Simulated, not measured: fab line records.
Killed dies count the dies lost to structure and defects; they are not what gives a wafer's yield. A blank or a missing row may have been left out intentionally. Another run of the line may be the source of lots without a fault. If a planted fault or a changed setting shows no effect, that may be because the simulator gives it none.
Comparing a struck lot with a sound one :: flow sky130 :: 14 steps out of a route of 708
Sound: these wafers, L517.4, L517.5, L517.6. Wafers struck: L529.1, L529.3, L529.5. Last of all comes the cause.
At each step with rows: each side's tool, then ch and its chambers, then its first start. Under that, the readings that differ: sound wafers :: struck wafers :: difference of the means :: sigmas: that difference in standard deviations of wafers without a fault.
alike: a reading whose means differ by less than 2 such deviations, as well as words and numbers matching on both sides. not compared: withheld readings; readings where some wafer has no value; bounds like >300 that might hide an equal value; numbers whose values overlap and for which the record gives no deviation.
The two part at a step that has a row with sigmas, a row that says differs or no value, or rows on one side only. Non-overlapping numbers with no deviation appear without sigmas and do not part them. Lack of a reading on every wafer of one side parts them only where that side has two or more wafers.

SKY_METAL1_SPUTTER_00: material Ti, target thk 15 nm, time 10 s.
  sound: pvd sputter-02 at day 31 10:51; struck: pvd sputter-04 at day 35 14:03
  alike: throttle valve pct
SKY_METAL1_SPUTTER_01: material TiN, target thk 20 nm, time 16.7 s.
  sound: pvd sputter-02 at day 31 10:53; struck: pvd sputter-04 at day 35 14:04
  alike: throttle valve pct
SKY_METAL1_SPUTTER_02: material AlCu, target thk 250 nm, time 13.3 s.
  sound: pvd sputter-02 at day 31 10:54; struck: pvd sputter-04 at day 35 14:06
  alike: throttle valve pct
SKY_METAL1_SPUTTER_03: material Ti, target thk 5 nm, time 3.3 s.
  sound: pvd sputter-02 at day 31 10:56; struck: pvd sputter-04 at day 35 14:07
  alike: throttle valve pct
SKY_METAL1_SPUTTER_04: material TiN, target thk 70 nm, time 58.3 s.
  sound: pvd sputter-02 at day 31 10:57; struck: pvd sputter-04 at day 35 14:08
  alike: throttle valve pct
SKY_METAL1_RS_MEAS_05: the measuring method here is four-point-probe.
  sound: film metro-04 at day 31 11:03; struck: film metro-03 at day 35 14:11
  alike: METAL1_ALCU_RS
SKY_METAL1_THK_MEAS_06: measures by xrf.
  sound: film metro-04 at day 31 11:08; struck: film metro-03 at day 35 14:19
  alike: METAL1_ALCU_THK
then, 5 steps without rows for these wafers: SKY_METAL1_DEHYDRATE_07 (time 60 s); SKY_METAL1_HMDS_08 (prime time 60 s); SKY_METAL1_COAT_09 (resist thk 60 nm); SKY_METAL1_COAT_10 (resist thk 450 nm); SKY_METAL1_SOFTBAKE_11 (time 90 s).
SKY_METAL1_EXPOSE_12: exposes mask MM1, target cd 140 nm.
  struck on krf scanner-01, day 36 02:58; sound on krf scanner-02 ch 0, day 32 00:38
  no value came back on the struck wafers for exposure dose mJ cm2, focus offset nm (nm), na, reticle temp C (C); on the sound wafers exposure dose mJ cm2 reads 27.95 28.00 27.99
  alike: mask
following that, these wafers have no rows for 1 step: SKY_METAL1_PEB_13.

WHERE THEY PART
Only at SKY_METAL1_EXPOSE_12, as far as this record shows.

WHY: the cause the simulator had injected
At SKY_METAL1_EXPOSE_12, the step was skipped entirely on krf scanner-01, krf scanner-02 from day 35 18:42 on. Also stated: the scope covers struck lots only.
